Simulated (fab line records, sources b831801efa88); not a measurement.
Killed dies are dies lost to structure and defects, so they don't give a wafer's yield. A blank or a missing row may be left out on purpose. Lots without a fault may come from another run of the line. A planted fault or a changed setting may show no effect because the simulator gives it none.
A sampling plan put to the test | flow gf180mcu | one fab line, 16 faults that these records tell of, each judged on the records of the lots that it struck
The plan is the line's own looks: the steps of the route at which a gauge or an inspection reads the wafer and doesn't change it. A look can be judged if struck wafers have a number there and the file gives its usual mean and standard deviation on fault-free wafers. Caught: at a look after the fault's first step, the mean of the struck wafers lies 4 or more of those standard deviations (sigma) from the usual mean. On the tool: the same test on the tool's own readings at the fault's steps. Another recipe on the struck wafers, or a record that is blank for them alone, also counts as caught.

THE FAULTS, as the simulator had put them in
1. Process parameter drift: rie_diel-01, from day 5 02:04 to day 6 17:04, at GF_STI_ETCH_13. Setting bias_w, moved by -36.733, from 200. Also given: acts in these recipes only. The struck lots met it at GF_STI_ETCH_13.
2. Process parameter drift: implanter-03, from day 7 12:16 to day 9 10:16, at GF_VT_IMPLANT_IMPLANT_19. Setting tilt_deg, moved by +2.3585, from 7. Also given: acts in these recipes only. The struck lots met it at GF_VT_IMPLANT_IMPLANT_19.
3. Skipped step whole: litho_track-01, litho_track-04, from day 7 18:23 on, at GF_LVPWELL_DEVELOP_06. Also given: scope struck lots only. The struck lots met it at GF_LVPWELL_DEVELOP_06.
4. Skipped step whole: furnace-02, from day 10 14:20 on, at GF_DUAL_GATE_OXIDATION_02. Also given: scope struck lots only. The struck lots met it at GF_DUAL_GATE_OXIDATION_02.
5. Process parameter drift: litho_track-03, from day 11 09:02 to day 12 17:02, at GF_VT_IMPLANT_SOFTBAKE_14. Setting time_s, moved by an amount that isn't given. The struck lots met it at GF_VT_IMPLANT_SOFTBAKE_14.
6. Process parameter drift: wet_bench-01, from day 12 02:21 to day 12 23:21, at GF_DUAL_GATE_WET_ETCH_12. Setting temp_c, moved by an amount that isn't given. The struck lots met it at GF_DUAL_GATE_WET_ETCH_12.
7. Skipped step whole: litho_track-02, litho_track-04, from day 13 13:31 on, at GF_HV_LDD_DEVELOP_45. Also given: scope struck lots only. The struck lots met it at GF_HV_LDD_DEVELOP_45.
8. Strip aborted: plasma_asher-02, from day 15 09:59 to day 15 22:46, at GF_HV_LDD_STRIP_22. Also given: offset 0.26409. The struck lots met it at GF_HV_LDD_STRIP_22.
9. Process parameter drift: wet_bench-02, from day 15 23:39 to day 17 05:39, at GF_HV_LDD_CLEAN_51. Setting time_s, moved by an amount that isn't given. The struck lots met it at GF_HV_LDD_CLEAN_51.
10. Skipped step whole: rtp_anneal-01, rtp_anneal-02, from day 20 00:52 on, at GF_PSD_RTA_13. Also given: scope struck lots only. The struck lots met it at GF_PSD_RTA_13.
11. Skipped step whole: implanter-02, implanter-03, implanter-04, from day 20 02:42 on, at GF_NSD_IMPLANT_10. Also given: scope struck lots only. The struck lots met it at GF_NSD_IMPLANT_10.
12. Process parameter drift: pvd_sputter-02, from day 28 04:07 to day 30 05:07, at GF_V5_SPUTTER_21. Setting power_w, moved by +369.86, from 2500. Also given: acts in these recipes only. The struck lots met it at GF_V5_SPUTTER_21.
13. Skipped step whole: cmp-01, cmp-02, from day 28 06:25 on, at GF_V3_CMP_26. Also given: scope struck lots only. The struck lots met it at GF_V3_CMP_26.
14. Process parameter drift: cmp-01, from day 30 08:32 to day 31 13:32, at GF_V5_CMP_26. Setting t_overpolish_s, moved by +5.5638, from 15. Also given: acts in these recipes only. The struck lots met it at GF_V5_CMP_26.
15. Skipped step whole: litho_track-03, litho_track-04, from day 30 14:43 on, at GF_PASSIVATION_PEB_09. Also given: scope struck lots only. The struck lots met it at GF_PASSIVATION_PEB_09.
16. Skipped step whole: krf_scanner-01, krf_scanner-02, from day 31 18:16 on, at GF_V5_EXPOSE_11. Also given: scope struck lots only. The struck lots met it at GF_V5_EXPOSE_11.

WHAT THE PLAN SAW
fault | on the tool itself                               | first look that catches it                      | reading, sigma | median hours from its first step to that look | hours from the fault's start to the first struck lot there | judged looks passed uncaught
1     | bias_w -59 sigma                                 | not the one look that can be judged after it    | -              | -                                             | -                                                          | 1
2     | tilt_deg +99 or beyond sigma                     | no look after it can be judged                  | -              | -                                             | -                                                          | 0
3     | the tool's record is blank for the struck wafers | no look after it can be judged                  | -              | -                                             | -                                                          | 0
4     | the tool's record is blank for the struck wafers | no look after it can be judged                  | -              | -                                             | -                                                          | 0
5     | heater_power_total_W +15 sigma                   | not the one look that can be judged after it    | -              | -                                             | -                                                          | 1
6     | temp_c -99 or beyond sigma                       | not the one look that can be judged after it    | -              | -                                             | -                                                          | 1
7     | the tool's record is blank for the struck wafers | no look after it can be judged                  | -              | -                                             | -                                                          | 0
8     | oes_product_au +36 sigma                         | none of the 2 looks that can be judged after it | -              | -                                             | -                                                          | 2
9     | run_length_s -27 sigma                           | no look after it can be judged                  | -              | -                                             | -                                                          | 0
10    | the tool's record is blank for the struck wafers | no look after it can be judged                  | -              | -                                             | -                                                          | 0
11    | the tool's record is blank for the struck wafers | GF_PSD_RS_MEAS_14                               | NSD_RS +85     | 25.0                                          | 31                                                         | 0
12    | cathode_dc_power_W +99 or beyond sigma           | no look after it can be judged                  | -              | -                                             | -                                                          | 0
13    | the tool's record is blank for the struck wafers | no look after it can be judged                  | -              | -                                             | -                                                          | 0
14    | overpolish_run_s +99 or beyond sigma             | not the one look that can be judged after it    | -              | -                                             | -                                                          | 1
15    | the tool's record is blank for the struck wafers | no look after it can be judged                  | -              | -                                             | -                                                          | 0
16    | no reading that can be judged                    | no look after it can be judged                  | -              | -                                             | -                                                          | 0
A dash: the fault isn't caught, or these records don't give the number.

Caught at a look: 1 of 16. Caught on the tool: 15 of 16. By one or the other: 15 of 16.
Caught on the tool alone: faults 1, 2, 3, 4, 5, 6, 7, 8, 9, 10, 12, 13, 14, 15.
Caught by neither: fault 16.

THINNER SAMPLING
If the look that catches a fault measured only every second or every third lot, by lot number, the first struck lot would be measured this late in the worst case:
fault | struck lots at that look, in order of time | every lot | every second lot | every third lot
11    | L520, L521, L522                           | 31 h      | 34 h             | 38 h
Hours are from the fault's start to the first struck lot that is measured. The limit of 4 sigma was tested on all struck wafers together, so one lot alone may lie under it. Other struck lots may not be in these records.

THE LONGEST TIMED WAY FROM STEP TO LOOK
Fault 11: a median of 25.0 hours passes between GF_NSD_IMPLANT_10 and GF_PSD_RS_MEAS_14. No look between them can be judged.
